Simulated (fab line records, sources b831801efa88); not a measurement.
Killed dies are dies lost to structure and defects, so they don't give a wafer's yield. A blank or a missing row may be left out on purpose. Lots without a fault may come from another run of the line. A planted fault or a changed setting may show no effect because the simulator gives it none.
Which tool did it? | flow gf180mcu | 6 lots, 18 wafers sampled, at 2 steps of a route of 602

WHAT THE GAUGES READ, wafer by wafer
GF_POLY_GATE_THK_MEAS_01.
lot  | measured     | on            | POLY_GATE_CVD_00_THK (nm)
L834 | day 9 03:07  | film_metro-03 | 199.1 197.7 198.4
L841 | day 11 07:46 | film_metro-01 | 400.3 401.3 402.8
L846 | day 12 15:52 | film_metro-01 | 200.6 196.1 199.2
L849 | day 13 14:33 | film_metro-02 | 201.1 202.9 200.6
L852 | day 14 09:43 | film_metro-01 | 199.8 198.8 198.9
L854 | day 14 22:27 | film_metro-03 | 197.8 199.0 197.3

WHICH TOOL RAN EACH LOT (tool, then ch and the chambers of the sampled wafers, then the start)
lot  | GF_POLY_GATE_CVD_00
L834 | lpcvd-02 ch 0, day 9 01:46
L841 | lpcvd-02 ch 0, day 11 04:18 and lpcvd-01 ch 0, day 11 06:19
L846 | lpcvd-02 ch 1, day 12 14:31
L849 | lpcvd-01 ch 1, day 13 13:12
L852 | lpcvd-01 ch 1, day 14 08:23
L854 | lpcvd-02 ch 0, day 14 21:07
- GF_POLY_GATE_CVD_00: deposits poly-Si, target thk 200 nm, time 1200 s.

THE ANSWER, worked out from the rows above alone
Rule: what is usual is taken from the lots themselves. Put in order of their means at a reading, lots are off if they are a third of the lots or fewer, leave a main group of 4 or more, and stand apart from it by a gap of 3 or more times the standard deviation of the main group's means; of several such gaps the widest counts. A main group whose means are all the same, to the digits that the tables above print for the reading, isn't used. A lot without any number at a reading at which 4 lots or more have one is off too. The other lots that the step has rows for count as sound.
Off: L841, at GF_POLY_GATE_THK_MEAS_01 (POLY_GATE_CVD_00_THK). The main group: mean 199.2 nm, standard deviation 1.2.
A tool fits if, at a process step before that reading, it ran every lot that is off, and no sound lot after the first of them. The gauges at GF_POLY_GATE_THK_MEAS_01 are tried like those tools. None of those tried fits.

WHAT THE SIMULATOR HAD PUT IN
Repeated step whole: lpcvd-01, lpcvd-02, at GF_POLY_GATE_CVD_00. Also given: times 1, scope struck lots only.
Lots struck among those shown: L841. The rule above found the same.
